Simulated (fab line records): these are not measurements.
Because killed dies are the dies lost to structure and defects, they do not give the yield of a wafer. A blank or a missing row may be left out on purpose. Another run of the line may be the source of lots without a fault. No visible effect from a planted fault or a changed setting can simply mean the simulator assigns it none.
Struck lot and sound lot, side by side	flow gf180mcu	23 steps out of a route of 602
Sound: these wafers, L418.1, L418.4, L418.5. Wafers L425.1, L425.3, L425.6 were the ones struck. The cause is named last.
Per side, at each step with rows, come the tool, then ch with its chambers, and then its first start. Under that, the readings that differ: sound wafers	struck wafers	difference of the means	sigmas: that difference in standard deviations of wafers without a fault.
alike: words and numbers the same on both sides, and readings whose means are apart by under 2 such deviations; not compared: readings that were withheld, readings missing a value for some wafer, numbers with overlapping values and no deviation given by the record, and bounds like >300 which may hide the same value.
The two part at a step that has a row with sigmas, a row that says differs or no value, or rows on one side only. Numbers that don't overlap but have no deviation are shown without sigmas and don't part them. A reading that every wafer of one side lacks parts them only if that side has two wafers or more.

GF_M4_STRIP_17: strips in O2/N2.
  sound on plasma_asher-01 ch 0,1, day 26 05:07; struck on plasma_asher-04 ch 0,1, day 28 03:36
reading	sound	struck	difference	sigmas
n2_flow_sccm (sccm)	300.7 300.1 300.3	298.9 298.6 298.5	-1.7	-2
  alike: drypump_motor_current_A, heater_power_w, oes_product_au, strip_time_to_endpoint_s
  not compared: rf_hours_counter_h
then, 3 steps without rows for these wafers: GF_M4_STRIP_18 (strips in post etch residue remover, time 1200 s); GF_M4_CLEAN_19 (cleans in DIW); GF_V4_CVD_00 (deposits SiO2, target thk 600 nm, time 100 s).
GF_V4_THK_MEAS_01:
  sound: film_metro-03 at day 26 05:43; struck: film_metro-03 at day 28 04:12
  alike: V4_CVD_00_THK
GF_V4_CVD_02: deposits SiO2 from TEOS, target thk 850 nm, time 94.851 s.
  sound on pecvd-04 ch 1,2, day 26 05:46; struck on pecvd-01 ch 0,1,2, day 28 04:16
  alike: heater_power_w
GF_V4_THK_MEAS_03:
  sound: film_metro-01 at day 26 05:50; struck: film_metro-04 at day 28 04:20
  alike: V4_CVD_02_THK
GF_V4_CMP_04: polishes SiO2.
  sound on cmp-01 ch 0,2,3, day 26 05:54; struck on cmp-01 ch 1,2, day 28 04:23
  alike: motor_current_A, retaining_ring_pressure_frac, slurry_filter_dp_kPa, slurry_flow_ml_min, time_to_endpoint_s
GF_V4_BOW_MEAS_05:
  sound: film_metro-03 at day 26 06:12; struck: film_metro-04 at day 28 04:41
  alike: V4_BOW
then, 3 steps without rows for these wafers: GF_V4_DEHYDRATE_06 (time 60 s); GF_V4_HMDS_07 (prime time 60 s); GF_V4_COAT_08.
GF_V4_COAT_09: resist thk 1000 nm.
  sound on litho_track-04 ch 0, day 26 16:00; struck on litho_track-04 ch 0, day 28 13:00
reading	sound	struck	difference	sigmas
model.KrF_of_V4_COAT_09.thk_nm (nm)	1001 1001 1002	967.2 968.2 970	-32.9	
then, 3 steps without rows for these wafers: GF_V4_SOFTBAKE_10 (time 60 s); GF_V4_EXPOSE_11 (exposes mask Via4, target cd 260 nm); GF_V4_PEB_12 (peb time 87.12 s).
GF_V4_DEVELOP_13: develop time 60 s.
  sound on litho_track-01 ch 0, day 27 03:29; struck on litho_track-04 ch 0, day 28 23:28
reading	sound	struck	difference	sigmas
model.KrF_of_V4_COAT_09.thk_nm (nm)	985.7 986.3 987.4	952.3 953.2 955	-33.0	
GF_V4_CD_MEAS_14: target cd 260 nm.
  sound: cd_sem-02 at day 27 03:38; struck: cd_sem-02 at day 28 23:37
  alike: cd_nm
GF_V4_OVL_MEAS_15:
  sound: overlay-02 at day 27 03:45; struck: overlay-01 at day 28 23:44
  alike: V4_OVL
GF_V4_ETCH_16: etches BARC in N2/H2.
  sound on rie_diel-04 ch 0,1,3, day 27 03:47; struck on rie_diel-02 ch 0,2, day 28 23:46
  alike: drypump_motor_current_A, n2_flow_sccm, oes_product_au, throttle_valve_pct
GF_V4_ETCH_17: etches SiO2 in C4F8/O2/Ar, stops on TiN, target depth 630 nm.
  sound on rie_diel-04 ch 0,1,3; struck on rie_diel-02 ch 0,2
  alike: oes_product_au
GF_V4_STRIP_18: strips in O2/N2.
  sound on plasma_asher-01 ch 0,1, day 27 03:55; struck on plasma_asher-01 ch 0,1, day 28 23:54
reading	sound	struck	difference	sigmas
oes_product_au (a.u.)	0.586 0.591 0.601	0.577 0.579 0.581	-0.014	-3
  alike: drypump_motor_current_A, heater_power_w, n2_flow_sccm
  not compared: rf_hours_counter_h
then, 1 step without rows for these wafers: GF_V4_STRIP_19 (strips in post etch residue remover, time 1200 s).

== WHERE THEY PART ==
Last at GF_V4_STRIP_18 as far as this record goes, first at GF_M4_STRIP_17.

WHY: what had been put in by the simulator
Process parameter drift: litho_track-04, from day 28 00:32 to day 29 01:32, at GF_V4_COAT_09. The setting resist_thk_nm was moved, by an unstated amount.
